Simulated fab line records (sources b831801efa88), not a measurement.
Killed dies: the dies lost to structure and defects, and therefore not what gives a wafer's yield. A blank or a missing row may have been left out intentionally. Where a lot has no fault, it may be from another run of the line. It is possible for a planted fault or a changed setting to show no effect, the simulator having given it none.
Which of the tools did it? | flow sky130 | Sampling: 14 lots, 42 wafers, 5 of 708 route steps

## WHAT THE GAUGES SHOWED, per wafer
SKY_LDD_LDN_OVL_MEAS_07.
lot  | measured     | on         | LDD_LDN_OVL (nm)
L304 | day 22 06:01 | overlay-01 | -0.2 -0.5 0.7
L305 | day 23 00:21 | overlay-01 | 3.6 2.6 3.9
L309 | day 24 10:57 | overlay-02 | -4.2 -1.7 -4.2
L310 | day 24 22:35 | overlay-02 | -0.3 0.1 1.0
L311 | day 25 06:36 | overlay-01 | -1.3 -0.7 -1.8
L312 | day 25 15:52 | overlay-02 | -0.6 -0.5 -1.9
L313 | day 26 16:44 | overlay-02 | -0.2 -2.3 -1.8
L314 | day 26 22:08 | overlay-02 | -0.8 -1.9 -1.1
L315 | day 26 22:27 | overlay-02 | 0.2 0.0 1.5
L320 | day 29 03:17 | overlay-01 | -1.7 -2.2 -1.6
L321 | day 29 05:23 | overlay-01 | 0.4 0.3 -0.2
L322 | day 29 09:44 | overlay-02 | -0.7 -2.1 0.0
L325 | day 30 18:57 | overlay-02 | 0.2 1.2 1.8
L327 | day 31 11:29 | overlay-01 | 0.8 0.8 0.8

SKY_POLY_CUT_CD_MEAS_08: target cd 270 nm.
lot  | measured     | on        | cd nm (nm)
L304 | day 23 15:47 | cd sem-01 | 268.3 268.0 267.3
L305 | day 24 08:50 | cd sem-02 | 271.0 269.2 270.3
L309 | day 25 18:23 | cd sem-02 | 271.2 270.2 269.8
L310 | day 26 06:20 | cd sem-01 | 269.4 270.0 269.6
L311 | day 26 13:10 | cd sem-01 | 271.2 269.3 271.1
L312 | day 26 23:32 | cd sem-01 | 268.3 269.9 269.6
L313 | day 27 23:20 | cd sem-01 | 269.9 267.7 267.6
L314 | day 28 05:02 | cd sem-02 | 271.3 269.0 269.1
L315 | day 28 06:01 | cd sem-01 | 269.3 269.4 268.8
L320 | day 30 10:32 | cd sem-01 | 268.7 267.7 268.7
L321 | day 30 13:34 | cd sem-02 | 271.2 271.1 270.1
L322 | day 30 16:02 | cd sem-01 | 271.1 270.2 271.6
L325 | day 32 02:12 | cd sem-01 | 271.6 270.2 270.6
L327 | day 32 18:29 | cd sem-01 | 269.4 269.8 268.9

SKY_SD_N_RS_MEAS_16: measures by four-point-probe.
lot  | measured     | on            | SD_N_RS (ohm/sq)
L304 | day 27 08:50 | film metro-04 | 68.73 68.71 68.54
L305 | day 28 00:52 | film metro-01 | 68.71 68.70 68.65
L309 | day 29 10:00 | film metro-04 | 68.62 68.78 68.63
L310 | day 29 21:09 | film metro-02 | 68.37 68.56 68.39
L311 | day 30 04:49 | film metro-01 | 68.79 68.74 68.72
L312 | day 30 12:46 | film metro-02 | 68.36 68.55 68.51
L313 | day 31 12:04 | film metro-04 | 68.74 68.70 68.67
L314 | day 31 17:12 | film metro-01 | 68.89 68.93 68.90
L315 | day 31 18:34 | film metro-04 | 68.70 68.71 68.66
L320 | day 33 20:46 | film metro-02 | 68.52 68.55 68.61
L321 | day 34 01:13 | film metro-02 | 65.85 65.92 65.80
L322 | day 34 01:45 | film metro-04 | 65.92 66.06 65.96
L325 | day 35 10:57 | film metro-01 | 66.05 65.94 66.20
L327 | day 36 04:02 | film metro-02 | 68.58 68.53 68.40

SKY_LI_CONTACT_THK_MEAS_01.
lot  | measured     | on            | LI_CONTACT_HDPCVD_THK (nm)
L304 | day 27 09:19 | film metro-01 | 913 927 928
L305 | day 28 01:20 | film metro-04 | 926 936 924
L309 | day 29 10:28 | film metro-01 | 938 926 927
L310 | day 29 21:37 | film metro-04 | 918 913 926
L311 | day 30 05:17 | film metro-04 | 936 947 929
L312 | day 30 13:15 | film metro-04 | 912 932 922
L313 | day 31 12:32 | film metro-04 | 935 930 940
L314 | day 31 17:40 | film metro-02 | 927 933 945
L315 | day 31 19:01 | film metro-04 | 918 946 930
L320 | day 33 21:14 | film metro-04 | 938 954 941
L321 | day 34 01:42 | film metro-01 | 947 924 943
L322 | day 34 02:35 | film metro-02 | 938 931 941
L325 | day 35 11:26 | film metro-01 | 938 919 940
L327 | day 36 04:31 | film metro-02 | 937 947 936

## WHAT TOOL EACH LOT RAN ON (gives the tool, then ch and the chambers of the sampled wafers, and finally the start)
lot  | SKY_SD_N_IMPLANT_10
L304 | implanter-01 ch 0, day 27 08:18
L305 | implanter-01 ch 0, day 28 00:21
L309 | implanter-03 ch 0, day 29 09:28
L310 | implanter-03 ch 0, day 29 20:37
L311 | implanter-03 ch 0, day 30 04:18
L312 | implanter-01 ch 0, day 30 12:14
L313 | implanter-01 ch 0, day 31 11:31
L314 | implanter-01 ch 0, day 31 16:40
L315 | implanter-01 ch 0, day 31 18:02
L320 | implanter-01 ch 0, day 33 20:14
L321 | implanter-03 ch 0, day 33 23:49
L322 | implanter-03 ch 0, day 34 00:53
L325 | implanter-03 ch 0, day 35 10:06
L327 | implanter-01 ch 0, day 36 03:30
- SKY_SD_N_IMPLANT_10

## AS READ BY THE TOOLS THEMSELVES (means over the sampled wafers that have a number; for cases with no such wafer, the mark the record gives instead)
The record holds no such reading with a usual standard deviation.

## THE ANSWER, worked out from the rows above alone
Rule: usual is defined by the lots themselves. Put in order of their means at a reading, lots are off if they are a third of the lots or fewer, leave a main group of 4 or more, and stand apart from it by a gap of 3 or more times the standard deviation of the main group's means; of several such gaps the widest counts. A main group whose means are all the same, to the digits that the tables above print for the reading, isn't used. A lot without any number at a reading at which 4 lots or more have one is off too. The other lots that the step has rows for count as sound. The gauges are gone through in route order, then the tools' own readings, and for those a lot's mean is taken as printed above. The first step at which some lot is off is used, and at that step the reading that is off furthest; a lot without a number counts as furthest.
Off: L321, L322, L325, at SKY_SD_N_RS_MEAS_16 (SD_N_RS). Main group: mean 68.64 ohm/sq, sd 0.13.
A tool fits if, at a process step before that reading, it ran every lot that is off, and no sound lot after the first of them. Gauges at SKY_SD_N_RS_MEAS_16: tried the same way as those tools. One fits: implanter-03 at SKY_SD_N_IMPLANT_10. Its last sound lot is L311 (day 30 04:18), its first lot that is off L321 (day 33 23:49): a fault that began between those two fits.

## WHAT WAS PUT IN BY THE SIMULATOR
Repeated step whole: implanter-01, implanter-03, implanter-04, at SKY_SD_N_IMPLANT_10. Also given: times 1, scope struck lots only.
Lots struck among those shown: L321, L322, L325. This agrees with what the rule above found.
